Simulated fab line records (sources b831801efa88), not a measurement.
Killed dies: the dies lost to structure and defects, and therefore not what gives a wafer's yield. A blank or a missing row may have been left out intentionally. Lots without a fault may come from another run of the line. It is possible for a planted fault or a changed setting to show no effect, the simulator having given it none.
fab line records	flow sky130
record lots=6	wafers=18	last-day=50
route steps=708 shown POLY_CUT@317 SD_P@320 RES_XHIGH@332 SD_N@342 PAD_OPEN@708
lots untouched by any fault: they come from a run of this same line in which no faults occurred
start-h: start of the lot's first displayed wafer, in hours after the record's first day	wait-h: time in hours since the lot's previous step	" unchanged from the row above	L1.1+2: a row that stands for several wafers	- value missing, or start not given	* or withheld: withheld	< > ~ a bound
route shown NAME@n: NAME is a module with steps in the file, n the number in the route of the first one	usual: average and standard deviation across the fault-free wafers	same: alike in all rows	chamber/n: place in a boat	sites: per-site readings	_std_site: the standard deviation of these	_edge_site: outer sites' mean less inner sites'	radius-mm: how far each site lies from the wafer's centre	mask NAME#n: copy n	behind: tool/chamber where the wafer was last shaped	hold: why the lot was held/for how many hours/how that ended	device: the n, p or np transistor that did not switch	end of line: the same wafers' tests at the end of the route	a step with no rows: only its recipe	killed: count of dies lost to structure and defects at first sort (not the wafer's yield)	map: shows each die of a wafer: x if killed, . if not, _ if none is there
set.NAME: the run value of the setting; set.NAME@STEP: its run value at that earlier step	model.NAME: the simulator's own value behind a step, which no gauge read
a table for each step, a row for each wafer; lots at some steps of the route
services: a tool's chamber out of use, with start hour (start-h, from the record's first day; less than 0 if before it), hours out, and reason
## steps
# step SKY_POLY_CUT_ETCH_10
# recipe chemistry=N2/H2	target=BARC	ion-energy-ev=200	source-w=500	bias-w=100	pressure-mtorr=30	n2-flow-sccm=100	h2-flow-sccm=200	stop-on=SiO2	time-s=45.9	target-depth-a=600
# step SKY_POLY_CUT_ETCH_11
# recipe target=Si3N4	chemistry=CF4/CH2F2/Ar	stop-on=poly-Si	source-w=600	bias-w=150	pressure-mtorr=40	cf4-flow-sccm=40	ch2f2-flow-sccm=20	Ar_flow_sccm=150	time-s=42.5	target-depth-a=600
# usual drypump-motor-current-A=5.9/0.33	oes-product-au=0.830/0.0061	throttle-valve-pct=14.993/0.0074
lot.wafer	tool	chamber	start-h	wait-h	drypump-motor-current-A	oes-product-au	rf-hours-counter-h	throttle-valve-pct
L258.1	rie-diel-03	2	598.20	0.0	5.6	0.839	4	14.976
L258.4	"	3	"	"	6.5	0.834	26	14.991
L258.6	"	1	"	"	6.1	0.825	-	14.994
L259.1	rie-diel-03	3	614.75	0.0	6.5	0.831	26	14.988
L259.2	"	1	"	"	6.1	0.824	12	14.996
L259.6	"	3	"	"	6.5	0.829	-	15.000
L260.2	rie-diel-04	2	615.94	0.0	6.1	0.832	15	14.994
L260.3	"	3	"	"	5.9	0.827	34	14.984
L260.6	"	0	"	"	6.0	0.831	-	14.980
L274.2	rie-diel-03	2	725.79	0.0	5.6	0.832	7	15.000
L274.3	"	3	"	"	6.5	0.828	29	14.993
L274.4	"	0	"	"	5.9	0.821	7	14.996
L275.1	rie-diel-04	0	735.90	0.0	6.0	0.835	4	14.977
L275.3	"	2	"	"	6.1	0.834	17	15.000
L275.6	"	2	"	"	6.1	0.835	-	15.014
L276.4	rie-diel-01	1	739.25	0.0	6.2	0.820	2	14.995
L276.5	"	0	"	"	5.5	0.826	-	15.003
L276.6	"	1	"	"	6.2	0.827	-	15.003
# step SKY_POLY_CUT_STRIP_12
# recipe chemistry=O2/N2	power-w=1400	pressure-mtorr=1500	platen-temp-c=withheld	o2-flow-sccm=3000	n2-flow-sccm=300	overash-fraction=0.5
# usual drypump-motor-current-A=5.7/0.45	oes-product-au=0.452/0.0047	strip-time-to-endpoint-s=5.356/0.017
lot.wafer	tool	chamber	start-h	wait-h	drypump-motor-current-A	oes-product-au	rf-hours-counter-h	strip-time-to-endpoint-s
L258.1	plasma-asher-04	1	598.24	0.0	5.7	0.452	73	5.352
L258.4	"	0	"	"	5.1	0.450	-	5.354
L258.6	"	1	"	"	5.7	0.456	-	5.350
L259.1	plasma-asher-03	0	614.79	0.0	5.3	0.454	19	5.370
L259.2	"	1	"	"	5.7	0.453	19	5.351
L259.6	"	0	"	"	5.3	0.449	-	5.358
L260.2	plasma-asher-02	1	615.98	0.0	6.4	0.456	94	5.397
L260.3	"	1	"	"	6.4	0.452	-	5.385
L260.6	"	0	"	"	6.2	0.447	-	5.362
L274.2	plasma-asher-04	1	725.83	0.0	5.7	0.453	85	5.356
L274.3	"	0	"	"	5.1	0.457	-	5.361
L274.4	"	1	"	"	5.7	0.457	-	5.376
L275.1	plasma-asher-03	0	735.94	0.0	5.3	0.457	31	5.357
L275.3	"	0	"	"	5.3	0.448	-	5.357
L275.6	"	1	"	"	5.7	0.450	-	5.377
L276.4	plasma-asher-03	0	739.33	0.1	5.3	0.451	-	5.319
L276.5	"	0	"	"	5.3	0.453	-	5.346
L276.6	"	1	"	"	5.7	0.455	-	5.340
# step SKY_SD_P_DEHYDRATE_00
# recipe temp-c=200	time-s=60
# step SKY_SD_P_HMDS_01
# recipe prime-time-s=60	prime-temp-c=120
# step SKY_SD_P_COAT_02
# recipe resist=NOVOLAK	spin-rpm=3000	resist-thk-nm=1140
# step SKY_SD_P_SOFTBAKE_03
# recipe temp-c=90	time-s=60	resist=NOVOLAK
# step SKY_SD_P_EXPOSE_04
# recipe mask-id=PSDM	na=0.6	source-shape=conventional	sigma-outer=0.6	polarization=unpolarized	target-cd-nm=380	dose-mj=138
# step SKY_SD_P_PEB_05
# recipe temp-c=withheld	time-s=*	resist=NOVOLAK
# step SKY_SD_P_DEVELOP_06
# recipe resist=NOVOLAK	developer=TMAH	develop-time-s=60	dev-temp-c=23
# step SKY_SD_P_CD_MEAS_07
# recipe target-cd-nm=380
# usual cd-nm=380.1/2.1
lot.wafer	tool	chamber	start-h	wait-h	cd-nm
L258.1	cd-sem-02	-	627.60	0.1	379.0
L258.4	"	-	"	"	380.4
L258.6	"	-	"	"	382.7
L259.1	cd-sem-01	-	643.36	0.1	376.2
L259.2	"	-	"	"	380.7
L259.6	"	-	"	"	379.8
L260.2	cd-sem-01	-	644.72	0.1	375.7
L260.3	"	-	"	"	378.6
L260.6	"	-	"	"	382.2
L274.2	cd-sem-01	-	753.28	0.1	379.2
L274.3	"	-	"	"	378.4
L274.4	"	-	"	"	377.6
L275.1	cd-sem-01	-	763.51	0.1	381.7
L275.3	"	-	"	"	381.3
L275.6	"	-	"	"	378.1
L276.4	cd-sem-02	-	766.87	0.1	376.2
L276.5	"	-	"	"	377.1
L276.6	"	-	"	"	378.7
# step SKY_SD_P_OVL_MEAS_08
# usual SD_P_OVL=-0.3/1.5
lot.wafer	tool	chamber	start-h	wait-h	SD_P_OVL[nm]
L258.1	overlay-02	-	627.72	0.1	2.7
L258.4	"	-	"	"	1.0
L258.6	"	-	"	"	1.0
L259.1	overlay-02	-	643.48	0.1	0.2
L259.2	"	-	"	"	0.0
L259.6	"	-	"	"	1.0
L260.2	overlay-01	-	644.82	0.1	-1.7
L260.3	"	-	"	"	-1.8
L260.6	"	-	"	"	-1.7
L274.2	overlay-01	-	753.38	0.1	0.5
L274.3	"	-	"	"	-1.2
L274.4	"	-	"	"	-0.7
L275.1	overlay-01	-	763.63	0.1	-1.7
L275.3	"	-	"	"	-2.6
L275.6	"	-	"	"	-2.3
L276.4	overlay-01	-	766.94	0.1	-3.6
L276.5	"	-	"	"	-3.9
L276.6	"	-	"	"	-2.2
# step SKY_SD_P_IMPLANT_09
# recipe species=BF2	energy-kev=20	dose-cm2=3e+15	tilt-deg=0
lot.wafer	tool	chamber	start-h	wait-h
L258.1+4+6	implanter-02	0	627.75	0.0
L259.1+2+6	implanter-04	0	643.51	0.0
L260.2+3+6	implanter-04	0	644.88	0.0
L274.2+3+4	implanter-04	0	753.44	0.0
L275.1+3+6	implanter-03	0	763.66	0.0
L276.4+5+6	implanter-03	0	767.04	0.1
# step SKY_SD_P_STRIP_10
# recipe chemistry=O2/N2	power-w=1400	pressure-mtorr=1500	platen-temp-c=withheld	o2-flow-sccm=3000	n2-flow-sccm=300	overash-fraction=0.5
# usual drypump-motor-current-A=5.8/0.43	oes-product-au=0.617/0.0047	strip-time-to-endpoint-s=17.50/0.034
lot.wafer	tool	chamber	start-h	wait-h	drypump-motor-current-A	oes-product-au	rf-hours-counter-h	strip-time-to-endpoint-s
L258.1	plasma-asher-01	1	627.90	0.1	5.5	0.613	52	17.52
L258.4	"	1	"	"	5.4	0.614	-	17.47
L258.6	"	1	"	"	5.4	0.624	-	17.46
L259.1	plasma-asher-03	0	643.66	0.1	5.3	0.615	22	17.44
L259.2	"	1	"	"	5.7	0.615	22	17.44
L259.6	"	1	"	"	5.7	0.627	-	17.44
L260.2	plasma-asher-02	0	645.00	0.1	6.2	0.615	97	17.51
L260.3	"	0	"	"	6.2	0.623	-	17.48
L260.6	"	1	"	"	6.4	0.612	-	17.50
L274.2	plasma-asher-03	0	753.56	0.1	5.3	0.616	33	17.50
L274.3	"	0	"	"	5.3	0.611	-	17.44
L274.4	"	1	"	"	5.7	0.626	-	17.48
L275.1	plasma-asher-03	0	763.81	0.1	5.3	0.619	33	17.50
L275.3	"	0	"	"	5.3	0.615	-	17.48
L275.6	"	0	"	"	5.3	0.623	-	17.52
L276.4	plasma-asher-02	0	767.15	0.1	6.3	0.604	-	17.51
L276.5	"	0	"	"	6.3	0.614	-	17.56
L276.6	"	1	"	"	6.4	0.621	-	17.58
# step SKY_SD_P_TW_MEAS_11
# usual SD_P_TW=2839/16
lot.wafer	tool	chamber	start-h	wait-h	SD_P_TW
L258.1	film-metro-04	-	628.00	0.1	2846
L258.4	"	-	"	"	2856
L258.6	"	-	"	"	2855
L259.1	film-metro-02	-	643.76	0.1	2825
L259.2	"	-	"	"	2837
L259.6	"	-	"	"	2838
L260.2	film-metro-03	-	645.11	0.1	2793
L260.3	"	-	"	"	2804
L260.6	"	-	"	"	2801
L274.2	film-metro-03	-	753.67	0.1	2850
L274.3	"	-	"	"	2855
L274.4	"	-	"	"	2862
L275.1	film-metro-02	-	763.91	0.1	2860
L275.3	"	-	"	"	2843
L275.6	"	-	"	"	2860
L276.4	film-metro-04	-	767.24	0.1	2837
L276.5	"	-	"	"	2832
L276.6	"	-	"	"	2834
# step SKY_RES_XHIGH_DEHYDRATE_00
# recipe temp-c=200	time-s=60
# step SKY_RES_XHIGH_HMDS_01
# recipe prime-time-s=60	prime-temp-c=120
# step SKY_RES_XHIGH_COAT_02
# recipe resist=NOVOLAK	spin-rpm=3000	resist-thk-nm=1140
# step SKY_RES_XHIGH_SOFTBAKE_03
# recipe temp-c=90	time-s=60	resist=NOVOLAK
# step SKY_RES_XHIGH_EXPOSE_04
# recipe mask-id=URPM	na=0.6	source-shape=conventional	sigma-outer=0.6	polarization=unpolarized	target-cd-nm=1270	dose-mj=140
# step SKY_RES_XHIGH_PEB_05
# recipe temp-c=withheld	time-s=*	resist=NOVOLAK
# step SKY_RES_XHIGH_DEVELOP_06
# recipe resist=NOVOLAK	developer=TMAH	develop-time-s=60	dev-temp-c=23
# step SKY_RES_XHIGH_IMPLANT_07
# recipe species=BF2	energy-kev=20	dose-cm2=3.6e+14	tilt-deg=0
# step SKY_RES_XHIGH_STRIP_08
# recipe chemistry=O2/N2	power-w=1400	pressure-mtorr=1500	platen-temp-c=withheld	o2-flow-sccm=3000	n2-flow-sccm=300	overash-fraction=0.5
# usual drypump-motor-current-A=5.46/0.2	oes-product-au=0.710/0.0045	strip-time-to-endpoint-s=14.28/0.047
lot.wafer	tool	chamber	start-h	wait-h	drypump-motor-current-A	oes-product-au	rf-hours-counter-h	strip-time-to-endpoint-s
L258.1	plasma-asher-04	0	656.16	0.1	5.13	0.709	79	14.29
L258.4	"	0	"	"	5.11	0.709	-	14.26
L258.6	"	0	"	"	5.14	0.718	-	14.31
L259.1	plasma-asher-01	0	671.96	0.1	5.53	0.710	56	14.33
L259.2	"	1	"	"	5.45	0.713	56	14.27
L259.6	"	1	"	"	5.45	0.706	-	14.31
L260.2	plasma-asher-01	0	674.01	0.1	5.53	0.709	57	14.29
L260.3	"	1	"	"	5.44	0.714	-	14.30
L260.6	"	1	"	"	5.44	0.715	-	14.34
L274.2	plasma-asher-01	1	781.11	0.1	5.45	0.706	68	14.24
L274.3	"	0	"	"	5.52	0.718	-	14.29
L274.4	"	1	"	"	5.43	0.712	-	14.26
L275.1	plasma-asher-01	0	790.94	0.1	5.53	0.707	69	14.23
L275.3	"	1	"	"	5.44	0.706	-	14.21
L275.6	"	1	"	"	5.42	0.712	-	14.20
L276.4	plasma-asher-03	1	794.39	0.1	5.68	0.714	-	14.23
L276.5	"	1	"	"	5.67	0.703	-	14.26
L276.6	"	0	"	"	5.29	0.713	-	14.23
# step SKY_RES_XHIGH_TW_MEAS_09
# usual RES_XHIGH_TW=1644/9.3
lot.wafer	tool	chamber	start-h	wait-h	RES_XHIGH_TW
L258.1	film-metro-02	-	656.26	0.1	1649
L258.4	"	-	"	"	1636
L258.6	"	-	"	"	1635
L259.1	film-metro-02	-	672.06	0.1	1649
L259.2	"	-	"	"	1657
L259.6	"	-	"	"	1660
L260.2	film-metro-03	-	674.12	0.1	1634
L260.3	"	-	"	"	1644
L260.6	"	-	"	"	1636
L274.2	film-metro-03	-	781.22	0.1	1646
L274.3	"	-	"	"	1641
L274.4	"	-	"	"	1649
L275.1	film-metro-02	-	791.04	0.1	1634
L275.3	"	-	"	"	1632
L275.6	"	-	"	"	1637
L276.4	film-metro-02	-	794.49	0.1	1631
L276.5	"	-	"	"	1637
L276.6	"	-	"	"	1637
# step SKY_SD_N_DEHYDRATE_00
# recipe temp-c=200	time-s=60
# step SKY_SD_N_HMDS_01
# recipe prime-time-s=60	prime-temp-c=120
# step SKY_SD_N_COAT_02
# recipe resist=NOVOLAK	spin-rpm=3000	resist-thk-nm=1140
# step SKY_SD_N_SOFTBAKE_03
# recipe temp-c=90	time-s=60	resist=NOVOLAK
# step SKY_SD_N_EXPOSE_04
# recipe mask-id=NSDM	na=0.6	source-shape=conventional	sigma-outer=0.6	polarization=unpolarized	target-cd-nm=380	dose-mj=141
# step SKY_SD_N_PEB_05
# recipe temp-c=withheld	time-s=*	resist=NOVOLAK
# step SKY_SD_N_DEVELOP_06
# recipe resist=NOVOLAK	developer=TMAH	develop-time-s=60	dev-temp-c=23
# step SKY_SD_N_CD_MEAS_07
# recipe target-cd-nm=380
# usual cd-nm=379.2/2.3
lot.wafer	tool	chamber	start-h	wait-h	cd-nm
L258.1	cd-sem-01	-	683.84	0.1	379.1
L258.4	"	-	"	"	380.5
L258.6	"	-	"	"	381.2
L259.1	cd-sem-01	-	699.65	0.1	379.6
L259.2	"	-	"	"	380.5
L259.6	"	-	"	"	379.2
L260.2	cd-sem-01	-	701.71	0.1	377.7
L260.3	"	-	"	"	378.5
L260.6	"	-	"	"	378.2
L274.2	cd-sem-01	-	808.17	0.1	382.9
L274.3	"	-	"	"	379.6
L274.4	"	-	"	"	380.7
L275.1	cd-sem-02	-	817.75	0.1	381.8
L275.3	"	-	"	"	381.1
L275.6	"	-	"	"	381.6
L276.4	cd-sem-01	-	819.70	0.1	377.1
L276.5	"	-	"	"	381.6
L276.6	"	-	"	"	381.7
# step SKY_SD_N_OVL_MEAS_08
# usual SD_N_OVL=-0.5/1.2
lot.wafer	tool	chamber	start-h	wait-h	SD_N_OVL[nm]
L258.1	overlay-01	-	683.96	0.1	-0.3
L258.4	"	-	"	"	-1.5
L258.6	"	-	"	"	-0.6
L259.1	overlay-02	-	699.77	0.1	-1.0
L259.2	"	-	"	"	-0.3
L259.6	"	-	"	"	-2.0
L260.2	overlay-02	-	701.82	0.1	0.2
L260.3	"	-	"	"	-2.5
L260.6	"	-	"	"	-1.3
L274.2	overlay-02	-	808.27	0.1	-2.4
L274.3	"	-	"	"	-2.2
L274.4	"	-	"	"	-1.8
L275.1	overlay-01	-	817.87	0.1	-1.5
L275.3	"	-	"	"	-2.4
L275.6	"	-	"	"	-1.1
L276.4	overlay-02	-	819.78	0.1	-1.8
L276.5	"	-	"	"	0.6
L276.6	"	-	"	"	0.2
# step SKY_SD_N_IMPLANT_09
# recipe species=As	energy-kev=50	dose-cm2=4e+15	tilt-deg=0
# step SKY_SD_N_IMPLANT_10
# recipe species=P	energy-kev=20	dose-cm2=1e+14	tilt-deg=0
# step SKY_SD_N_STRIP_11
# recipe chemistry=O2/N2	power-w=1400	pressure-mtorr=1500	platen-temp-c=withheld	o2-flow-sccm=3000	n2-flow-sccm=300	overash-fraction=0.5
# usual drypump-motor-current-A=5.9/0.48	oes-product-au=0.527/0.0045	strip-time-to-endpoint-s=22.56/0.051
lot.wafer	tool	chamber	start-h	wait-h	drypump-motor-current-A	oes-product-au	rf-hours-counter-h	strip-time-to-endpoint-s
L258.1	plasma-asher-02	0	684.30	0.1	6.3	0.536	101	22.58
L258.4	"	1	"	"	6.5	0.527	-	22.60
L258.6	"	1	"	"	6.5	0.535	-	22.54
L259.1	plasma-asher-01	1	700.10	0.1	5.4	0.522	59	22.57
L259.2	"	0	"	"	5.5	0.527	59	22.60
L259.6	"	0	"	"	5.5	0.533	-	22.64
L260.2	plasma-asher-04	1	702.15	0.1	5.7	0.529	83	22.61
L260.3	"	1	"	"	5.7	0.528	-	22.56
L260.6	"	1	"	"	5.7	0.528	-	22.61
L274.2	plasma-asher-02	1	808.60	0.1	6.4	0.528	7	22.54
L274.3	"	1	"	"	6.4	0.523	-	22.55
L274.4	"	0	"	"	6.2	0.523	-	22.53
L275.1	plasma-asher-02	1	818.20	0.1	6.4	0.529	8	22.50
L275.3	"	0	"	"	6.2	0.520	-	22.49
L275.6	"	1	"	"	6.4	0.526	-	22.48
L276.4	plasma-asher-04	0	820.13	0.1	5.2	0.531	-	22.52
L276.5	"	0	"	"	5.1	0.519	-	22.49
L276.6	"	1	"	"	5.7	0.528	-	22.50
# step SKY_SD_N_TW_MEAS_12
# usual SD_N_TW=4003/22
lot.wafer	tool	chamber	start-h	wait-h	SD_N_TW
L258.1	film-metro-04	-	684.40	0.1	4020
L258.4	"	-	"	"	4019
L258.6	"	-	"	"	4017
L259.1	film-metro-02	-	700.20	0.1	4002
L259.2	"	-	"	"	4029
L259.6	"	-	"	"	4012
L260.2	film-metro-04	-	702.26	0.1	4026
L260.3	"	-	"	"	3994
L260.6	"	-	"	"	4021
L274.2	film-metro-03	-	808.71	0.1	3995
L274.3	"	-	"	"	3977
L274.4	"	-	"	"	3982
L275.1	film-metro-04	-	818.30	0.1	4014
L275.3	"	-	"	"	4005
L275.6	"	-	"	"	4006
L276.4	film-metro-04	-	820.23	0.1	4021
L276.5	"	-	"	"	4003
L276.6	"	-	"	"	4001
# step SKY_SD_N_CLEAN_13
# recipe chemistry=SC1/SC2	mix=1:4:20	temp-c=70	time-s=150	dry=n2-spin
# step SKY_SD_N_RTA_14
# recipe temp-c=1075	time-s=2	idle-temp-c=650	ramp-up-c-per-s=150	ramp-down-c-per-s=90	ambient=N2
# step SKY_SD_N_RS_MEAS_16
# recipe thk-meas-gauge=four-point-probe
# usual SD_N_RS=68.63/0.11
lot.wafer	tool	chamber	start-h	wait-h	SD_N_RS[ohm/sq]
L258.1	film-metro-02	-	684.68	0.1	68.51
L258.4	"	-	"	"	68.53
L258.6	"	-	"	"	68.51
L259.1	film-metro-03	-	700.49	0.1	68.66
L259.2	"	-	"	"	68.60
L259.6	"	-	"	"	68.60
L260.2	film-metro-04	-	702.56	0.1	68.63
L260.3	"	-	"	"	68.64
L260.6	"	-	"	"	68.55
L274.2	film-metro-03	-	809.01	0.1	68.61
L274.3	"	-	"	"	68.69
L274.4	"	-	"	"	68.71
L275.1	film-metro-02	-	818.59	0.1	68.67
L275.3	"	-	"	"	68.57
L275.6	"	-	"	"	68.69
L276.4	film-metro-03	-	820.54	0.1	68.55
L276.5	"	-	"	"	68.73
L276.6	"	-	"	"	68.53
# step SKY_PAD_OPEN_PROBE_99
# usual killed_at_M0_to_M3=45/6.9	killed_at_M4_up=3.1/1.7	killed-at-contacts=24/5.7	killed-at-front-end=15/4.6	killed-at-other=0.3/0.57	killed-dies=87/10	killed-on-rim=17/3.9	killed-open=48/7.4	killed-short=39/6.7
# same gross-dies=492	killed-at-back-side=0
lot.wafer	tool	chamber	start-h	wait-h	killed_at_M0_to_M3	killed_at_M4_up	killed-at-contacts	killed-at-front-end	killed-at-other	killed-dies	killed-on-rim	killed-open	killed-short	model.etest.res-high-po.rs-ohm-sq-range	model.etest.res-pdiff.rs-ohm-sq-range
L258.1	prober-02	-	1108.96	0.1	37	3	22	12	0	74	17	36	38	2.571	1.926
L258.4	prober-02	-	1109.11	0.2	44	2	40	17	0	103	14	49	54	4.34	3.097
L258.6	prober-02	-	1109.21	0.2	36	3	24	15	0	78	21	36	42	6.217	2.732
L259.1	prober-01	-	1115.36	0.1	57	2	33	15	0	107	21	60	47	51.3	17.42
L259.2	prober-01	-	1115.41	0.1	38	3	25	12	0	78	7	48	30	54.21	17.35
L259.6	prober-01	-	1115.61	0.2	38	3	26	21	0	88	19	47	41	53.96	20.27
L260.2	prober-01	-	1118.82	0.1	52	3	15	12	0	82	16	40	42	53.48	21.05
L260.3	prober-01	-	1118.87	0.2	37	1	19	8	0	65	7	38	27	54.39	19.35
L260.6	prober-01	-	1119.02	0.2	46	2	24	11	0	83	19	43	40	51.45	18.57
L274.2	prober-01	-	1192.17	0.1	52	8	14	12	0	86	16	50	36	10.77	4.928
L274.3	prober-01	-	1192.22	0.2	39	3	23	16	1	82	9	47	35	8.326	5.723
L274.4	prober-01	-	1192.27	0.2	52	3	20	11	0	86	20	47	39	9.732	5.451
L275.1	prober-02	-	1196.02	0.1	50	3	24	10	0	87	17	49	38	9.562	6.225
L275.3	prober-02	-	1196.12	0.2	49	3	23	17	0	92	22	57	34	8.505	5.066
L275.6	prober-02	-	1196.27	0.2	52	3	8	17	0	80	15	38	42	10.73	5.745
L276.4	prober-01	-	1197.72	0.2	36	3	26	10	0	75	13	35	40	6.652	5.478
L276.5	prober-01	-	1197.77	0.2	43	4	28	6	0	81	20	45	36	7.142	4.879
L276.6	prober-01	-	1197.82	0.2	54	5	19	22	0	100	10	58	42	8.664	7.044
# killed by level:class
L258.1 CONTACT:geometric-particle:open=9 LI_CONTACT:geometric-particle:open=8 VIA1:geometric-particle:open=7 METAL2:geometric-particle:short=6 METAL3:geometric-particle:short=5 FIELD_ISO:geometric-particle:short=4 LI_CONTACT:geometric-particle:short=4 VIA2:geometric-particle:short=4
L258.4 LI_CONTACT:geometric-particle:open=9 CONTACT:geometric-particle:open=9 LOCAL_INTERCONNECT:geometric-particle:short=8 METAL2:geometric-particle:short=7 VIA1:geometric-particle:open=7 LI_CONTACT:geometric-particle:short=6 CONTACT:geometric-particle:short=6 METAL1:geometric-particle:short=6
L258.6 CONTACT:geometric-particle:short=9 VIA1:geometric-particle:open=7 FIELD_ISO:geometric-particle:short=6 LI_CONTACT:geometric-particle:open=6 VIA1:geometric-particle:short=6 METAL2:geometric-particle:short=6 FIELD_ISO:geometric-particle:open=5 CONTACT:geometric-particle:open=4
L259.1 VIA1:geometric-particle:open=17 CONTACT:geometric-particle:open=10 LI_CONTACT:geometric-particle:open=10 VIA3:geometric-particle:open=7 VIA2:geometric-particle:short=6 METAL1:geometric-particle:short=6 LI_CONTACT:geometric-particle:short=5 LOCAL_INTERCONNECT:geometric-particle:short=5
L259.2 CONTACT:geometric-particle:open=9 VIA1:geometric-particle:open=8 VIA1:geometric-particle:short=6 LI_CONTACT:geometric-particle:open=5 VIA3:geometric-particle:open=5 METAL1:geometric-particle:short=4 VIA2:geometric-particle:open=4 FIELD_ISO:geometric-particle:open=3
L259.6 CONTACT:geometric-particle:short=9 VIA1:geometric-particle:open=8 VIA3:geometric-particle:open=8 LI_CONTACT:geometric-particle:open=6 POLY_GATE:geometric-particle:short=5 SPACER:geometric-particle:open=5 CONTACT:geometric-particle:open=5 VIA1:geometric-particle:short=5
L260.2 VIA1:geometric-particle:open=19 METAL2:geometric-particle:short=7 CONTACT:geometric-particle:short=6 METAL1:geometric-particle:short=5 VIA2:geometric-particle:open=5 VIA3:geometric-particle:open=4 VIA1:geometric-particle:short=3 POLY_GATE:geometric-particle:short=3
L260.3 CONTACT:geometric-particle:open=9 VIA2:geometric-particle:open=8 LI_CONTACT:geometric-particle:open=6 VIA1:geometric-particle:open=6 METAL2:geometric-particle:short=6 METAL1:geometric-particle:short=5 METAL3:geometric-particle:short=4 POLY_GATE:geometric-particle:short=3
L260.6 CONTACT:geometric-particle:open=12 VIA1:geometric-particle:short=9 VIA1:geometric-particle:open=9 METAL2:geometric-particle:short=7 METAL1:geometric-particle:short=6 VIA2:geometric-particle:open=6 VIA3:geometric-particle:open=6 CONTACT:geometric-particle:short=5
L274.2 VIA1:geometric-particle:open=14 METAL2:geometric-particle:short=9 METAL1:geometric-particle:short=7 VIA2:geometric-particle:open=7 VIA3:geometric-particle:open=6 CONTACT:geometric-particle:short=5 CONTACT:geometric-particle:open=5 METAL4:geometric-particle:short=5
L274.3 VIA1:geometric-particle:open=14 VIA3:geometric-particle:open=9 CONTACT:geometric-particle:open=7 FIELD_ISO:geometric-particle:open=5 VIA1:geometric-particle:short=5 FIELD_ISO:geometric-particle:short=4 LI_CONTACT:geometric-particle:short=4 LI_CONTACT:geometric-particle:open=4
L274.4 VIA2:geometric-particle:open=9 CONTACT:geometric-particle:open=8 VIA1:geometric-particle:open=7 VIA2:geometric-particle:short=6 LI_CONTACT:geometric-particle:open=5 VIA3:geometric-particle:short=5 VIA1:geometric-particle:short=5 VIA3:geometric-particle:open=5
L275.1 LI_CONTACT:geometric-particle:open=10 METAL2:geometric-particle:short=10 VIA3:geometric-particle:open=8 CONTACT:geometric-particle:open=7 VIA1:geometric-particle:open=7 METAL1:geometric-particle:short=6 VIA2:geometric-particle:open=6 VIA1:geometric-particle:short=5
L275.3 VIA1:geometric-particle:open=13 VIA2:geometric-particle:open=10 LI_CONTACT:geometric-particle:open=8 CONTACT:geometric-particle:open=8 FIELD_ISO:geometric-particle:open=7 VIA3:geometric-particle:open=6 METAL1:geometric-particle:short=5 POLY_GATE:geometric-particle:short=4
L275.6 VIA1:geometric-particle:open=13 METAL2:geometric-particle:short=7 SPACER:geometric-particle:short=6 VIA3:geometric-particle:open=6 METAL1:geometric-particle:short=5 VIA3:geometric-particle:short=4 METAL3:geometric-particle:short=4 POLY_GATE:geometric-particle:short=3
L276.4 CONTACT:geometric-particle:open=8 LI_CONTACT:geometric-particle:open=6 CONTACT:geometric-particle:short=6 VIA1:geometric-particle:short=6 VIA2:geometric-particle:open=6 FIELD_ISO:geometric-particle:short=5 METAL2:geometric-particle:short=5 LI_CONTACT:geometric-particle:short=4
L276.5 VIA3:geometric-particle:open=10 VIA1:geometric-particle:open=9 CONTACT:geometric-particle:open=8 METAL2:geometric-particle:short=7 LI_CONTACT:geometric-particle:open=6 CONTACT:geometric-particle:short=6 LI_CONTACT:geometric-particle:short=5 FIELD_ISO:geometric-particle:open=4
L276.6 VIA1:geometric-particle:open=11 VIA3:geometric-particle:open=10 POLY_GATE:geometric-particle:open=9 METAL2:geometric-particle:short=8 VIA2:geometric-particle:open=7 CONTACT:geometric-particle:open=6 VIA2:geometric-particle:short=6 LOCAL_INTERCONNECT:geometric-particle:short=5
## services
tool	chamber	start-h	hours	kind
rie-diel-03	2	583.03	1.4	repair
plasma-asher-01	-	603.11	4.4	repair
implanter-04	-	624.63	5.7	pm
implanter-03	-	630.58	2.3	repair
plasma-asher-04	-	639.28	1.6	repair
plasma-asher-01	-	640.17	4.0	repair
implanter-03	-	646.27	3.7	repair
rie-diel-01	-	647.07	0.4	repair
rie-diel-01	1	649.17	7.1	repair
rie-diel-03	-	674.30	2.8	pm
implanter-04	-	676.08	4.2	pm
rie-diel-04	-	686.93	0.1	repair
implanter-04	-	694.46	1.4	repair
implanter-04	-	712.89	3.4	repair
implanter-03	-	715.80	5.8	pm
rie-diel-04	-	724.67	2.8	pm
plasma-asher-02	-	733.77	9.0	pm
rie-diel-03	-	733.81	1.4	repair
implanter-03	-	735.60	3.5	repair
rie-diel-03	3	754.68	15.1	repair
plasma-asher-04	-	761.56	10.7	repair
plasma-asher-04	-	806.85	2.8	pm
rie-diel-03	2	809.57	9.7	repair
rie-diel-03	1	812.28	15.3	repair
## key
first-sign step=SKY_SD_P_TW_MEAS_11	reading=SD_P_TW	direction=down	sigmas=1.4	usual=2839	struck=2816
effect none on later readings
model-effect step=SKY_PAD_OPEN_PROBE_99	value=etest.res-high-po.rs-ohm-sq-range	without=12.54	struck=53.13
met-at SKY_SD_P_IMPLANT_09
struck-wafers L259.1,L259.2,L259.6,L260.2,L260.3,L260.6
tester-left-out L259,L260
fault kind=process-parameter-drift	tool=implanter-04	chamber=-	onset-h=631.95	steps=SKY_SD_P_IMPLANT_09	channel=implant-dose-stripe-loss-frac	offset=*	shape=step	end-h=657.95
# tester-left-out: of these lots the tester's yield and bins aren't shown, on N5 and GAA mostly nor the transistor test; their killed dies are dies lost to structure and defects alone, not to doping, threshold or leakage, so they don't give the yield
